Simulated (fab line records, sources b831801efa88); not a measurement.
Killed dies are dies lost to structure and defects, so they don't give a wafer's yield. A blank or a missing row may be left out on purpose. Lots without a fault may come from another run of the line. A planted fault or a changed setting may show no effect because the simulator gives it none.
Chamber matching | flow sky130 | SKY_POLY_GATE_ETCH_17 on rie_si-02: 4 sister chambers
The step etches poly-Si in HBr/Cl2, stops on SiO2, target depth 180 nm, time 70.5 s. 4 wafers are shown with their chamber, then 9 later ones without.

WAFERS WITH THEIR CHAMBER
wafer  | chamber | oes_product_au (a.u.)
L392.5 | 2       | 1.003
L395.2 | 3       | 0.992
L395.3 | 0       | 0.990
L395.5 | 1       | 0.981

WAFERS WITHOUT THEIR CHAMBER
wafer  | oes_product_au (a.u.)
L398.1 | 0.979
L398.4 | 0.980
L398.6 | 0.983
L406.2 | 0.984
L406.3 | 0.996
L406.5 | 0.989
L408.1 | 0.977
L408.4 | 0.986
L408.5 | 0.985

WHICH CHAMBER EACH WENT THROUGH
wafer  | from the rows above          | in truth
L398.1 | 1                            | 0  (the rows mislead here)
L398.4 | 1                            | 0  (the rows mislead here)
L398.6 | can't be placed: 1 or 0      | 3
L406.2 | can't be placed: 1 or 0 or 3 | 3
L406.3 | can't be placed: 3 or 0 or 2 | 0
L406.5 | can't be placed: 0 or 3      | 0
L408.1 | 1                            | 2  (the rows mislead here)
L408.4 | can't be placed: 0 or 1 or 3 | 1
L408.5 | can't be placed: 1 or 0 or 3 | 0
Placed correctly: 0 of 9. Can't be placed from these rows: 6 (the true chamber is among the candidates in 5). Placed wrongly: 3.
How it was worked out, from the rows above alone: a wafer's distance from a chamber is the root of the sum, over the readings, of the square of ((its reading less the chamber's mean) divided by the reading's scatter). The wafer belongs to the nearest chamber; if the next one is less than 2 further off, it can't be placed. A chamber's mean is the mean of its shown wafers. The scatter: with one shown wafer a chamber, the root of the mean of the squares of how far each hidden wafer lies from its nearest shown one.
